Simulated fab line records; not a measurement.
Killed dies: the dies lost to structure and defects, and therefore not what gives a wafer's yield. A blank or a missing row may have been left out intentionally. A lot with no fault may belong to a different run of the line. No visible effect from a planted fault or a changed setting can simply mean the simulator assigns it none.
A struck lot beside a sound one || flow gf180mcu || 14 out of 602 route steps
Sound: these wafers, L870.4, L870.5, L870.6. Struck: wafers L872.2, L872.5, L872.6. The cause is given at the end.
Per side, at each step with rows, come the tool, then ch with its chambers, and then its first start. Under that, the readings that differ: sound wafers || struck wafers || difference of the means || sigmas: that difference in standard deviations of wafers without a fault.
alike: readings with means less than 2 such deviations apart, plus words and numbers identical on both sides. not compared: withheld readings, readings lacking a value on some wafer, bounds such as >300 that could conceal the same value, and numbers that have no deviation in the record and whose values overlap.
A row with sigmas, a row that says differs or no value, or rows on one side alone: a step with any of these is where the two part. When numbers do not overlap yet have no deviation, they are printed without sigmas and do not part them. A reading missing from all wafers of one side parts the sides only when that side holds two or more wafers.

GF_VT_IMPLANT_OVL_MEAS_18:
  sound on overlay-02 at day 8 03:43; struck on overlay-02 at day 8 13:51
  alike: VT_IMPLANT_01_OVL
following that, these wafers have no rows for 1 step: GF_VT_IMPLANT_IMPLANT_19.
GF_VT_IMPLANT_STRIP_20: strips in O2/N2.
  sound on plasma-asher-02 ch 0,1, day 8 03:55; struck on plasma-asher-02 ch 0,1, day 8 14:02
  alike: chamber-pressure-mTorr, drypump-motor-current-A, heater-power-w, oes-product-au, strip-time-to-endpoint-s
  not compared: rf-hours-counter-h
GF_VT_IMPLANT_TW_MEAS_21:
  sound on film-metro-02 at day 8 04:01; struck on film-metro-03 at day 8 14:08
  alike: VT_IMPLANT_2_TW
then, 7 steps without rows for these wafers: GF_VT_IMPLANT_DEHYDRATE_22 (time 60 s); GF_VT_IMPLANT_HMDS_23 (prime time 60 s); GF_VT_IMPLANT_COAT_24 (resist thk 1000 nm); GF_VT_IMPLANT_SOFTBAKE_25 (time 60 s); GF_VT_IMPLANT_EXPOSE_26 (exposes mask LVPWELL HV AREA, target cd 860 nm); GF_VT_IMPLANT_PEB_27; GF_VT_IMPLANT_DEVELOP_28 (develop time 60 s).
GF_VT_IMPLANT_OVL_MEAS_29:
  sound on overlay-01 at day 8 18:43; struck on overlay-01 at day 9 06:30
  alike: VT_IMPLANT_02_OVL
GF_VT_IMPLANT_IMPLANT_30:
  sound on implanter-03 ch 0, day 8 18:48; struck on implanter-01 ch 0, day 9 06:34
{"reading": "beam-energy-keV", "sound": "25.011 25.005 25.014", "struck": "27.601 27.601 27.596", "difference": "+2.589", "sigmas": "+99 or more"}
{"reading": "model.implant.rp-nm (nm)", "sound": "84.13 84.13 84.13", "struck": "91.39 91.39 91.39", "difference": "+7.26", "sigmas": ""}
{"reading": "model.implant.drp-nm (nm)", "sound": "35.62 35.62 35.62", "struck": "39.81 39.81 39.81", "difference": "+4.19", "sigmas": ""}
  alike: end-station-pressure-torr
GF_VT_IMPLANT_STRIP_31: strips in O2/N2.
  sound on plasma-asher-01 ch 0,1, day 8 18:55; struck on plasma-asher-01 ch 0,1, day 9 06:41
  alike: chamber-pressure-mTorr, drypump-motor-current-A, heater-power-w, oes-product-au, strip-time-to-endpoint-s
  not compared: rf-hours-counter-h

== WHERE THEY PART ==
Only at GF_VT_IMPLANT_IMPLANT_30, as far as this record shows. Later steps at which nothing parts them and some readings are alike: GF_VT_IMPLANT_STRIP_31.

WHY: what the simulator had put in
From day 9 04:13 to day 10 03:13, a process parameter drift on implanter-01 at GF_VT_IMPLANT_IMPLANT_30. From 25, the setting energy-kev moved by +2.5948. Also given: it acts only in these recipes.
